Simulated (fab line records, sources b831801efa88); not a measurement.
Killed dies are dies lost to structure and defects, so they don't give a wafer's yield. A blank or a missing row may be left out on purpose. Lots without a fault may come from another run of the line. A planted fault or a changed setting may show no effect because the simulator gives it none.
Chamber matching | flow sky130 | SKY_POLY_CUT_ETCH_11 on rie_diel-03: 4 sister chambers
The step etches Si3N4 in CF4/CH2F2/Ar, stops on poly-Si, time 42.5 s, target depth 60 nm. 30 wafers are shown with their chamber, then 12 later ones without.

WAFERS WITH THEIR CHAMBER
wafer  | chamber | drypump_motor_current_A (A) | cf4_flow_sccm (sccm) | throttle_valve_pct (%)
L074.2 | 2       | 6.1                         | 40.19                | 15.000
L074.4 | 0       | 5.2                         | 40.05                | 15.000
L074.5 | 0       | 5.2                         | 40.07                | 14.989
L077.1 | 0       | 5.2                         | 39.99                | 15.018
L077.2 | 2       | 6.1                         | 40.04                | 15.007
L077.6 | 3       | 5.4                         | 39.95                | 14.983
L078.1 | 1       | 5.8                         | 39.80                | 15.002
L078.4 | 3       | 5.4                         | 40.06                | 14.988
L078.6 | 0       | 5.2                         | 40.00                | 14.986
L080.3 | 3       | 5.4                         | 40.11                | 15.002
L080.5 | 2       | 6.1                         | 40.00                | 14.992
L080.6 | 3       | 5.4                         | 40.03                | 14.999
L081.3 | 1       | 5.8                         | 40.04                | 14.997
L081.4 | 2       | 6.1                         | 40.05                | 14.996
L081.6 | 2       | 6.1                         | 39.88                | 14.978
L083.2 | 3       | 5.4                         | 40.16                | 15.004
L083.3 | 0       | 5.2                         | 39.96                | 14.995
L083.4 | 3       | 5.4                         | 40.09                | 14.988
L085.1 | 2       | 6.1                         | 40.04                | 14.999
L085.2 | 3       | 5.4                         | 40.04                | 15.001
L085.3 | 1       | 5.8                         | 40.01                | 14.991
L086.2 | 3       | 5.4                         | 40.00                | 14.992
L086.4 | 0       | 5.2                         | 40.00                | 14.994
L086.6 | 0       | 5.3                         | 39.90                | 14.995
L087.1 | 3       | 5.4                         | 39.97                | 14.991
L087.2 | 0       | 5.2                         | 39.83                | 14.980
L087.5 | 3       | 5.4                         | 39.92                | 14.989
L088.3 | 0       | 5.2                         | 39.72                | 15.003
L088.5 | 0       | 5.2                         | 39.98                | 14.994
L088.6 | 3       | 5.4                         | 39.92                | 14.983

SIGNATURES (means of the wafers above)
reading                 | chamber 0 | chamber 1 | chamber 2 | chamber 3 | scatter within a chamber
drypump_motor_current_A | 5.210     | 5.800     | 6.100     | 5.400     | 0.0186
cf4_flow_sccm           | 39.9500   | 39.9500   | 40.0333   | 40.0227   | 0.0977
throttle_valve_pct      | 14.99540  | 14.99667  | 14.99533  | 14.99273  | 0.00894
Rule: a wafer's distance from a chamber is the root of the sum, over the readings, of the square of ((its reading less the chamber's mean) divided by the reading's scatter). The wafer belongs to the nearest chamber; if the next one is less than 2 further off, it can't be placed. The scatter: the root of (the sum of the squares of (reading less its chamber's mean) over the shown wafers, divided by (wafers less chambers)).

WAFERS WITHOUT THEIR CHAMBER
wafer  | drypump_motor_current_A (A) | cf4_flow_sccm (sccm) | throttle_valve_pct (%)
L089.2 | 5.8                         | 39.96                | 15.003
L089.3 | 5.3                         | 39.96                | 14.989
L089.6 | 5.2                         | 39.76                | 14.999
L094.1 | 5.2                         | 40.11                | 15.005
L094.2 | 5.4                         | 40.04                | 14.985
L094.3 | 5.8                         | 39.90                | 14.984
L095.1 | 5.2                         | 40.06                | 14.999
L095.4 | 5.4                         | 39.83                | 14.991
L095.6 | 5.2                         | 40.07                | 15.005
L097.2 | 5.8                         | 40.19                | 14.998
L097.3 | 6.1                         | 39.95                | 14.994
L097.6 | 5.2                         | 39.94                | 15.002

WHICH CHAMBER EACH WENT THROUGH
wafer  | from the rows above     | in truth
L089.2 | 1                       | 1
L089.3 | can't be placed: 0 or 3 | 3
L089.6 | 0                       | 0
L094.1 | 0                       | 0
L094.2 | 3                       | 3
L094.3 | 1                       | 1
L095.1 | 0                       | 0
L095.4 | 3                       | 3
L095.6 | 0                       | 0
L097.2 | 1                       | 1
L097.3 | 2                       | 2
L097.6 | 0                       | 0
Placed correctly: 11 of 12. Can't be placed from these rows: 1 (the true chamber is among the candidates in 1). Placed wrongly: 0.
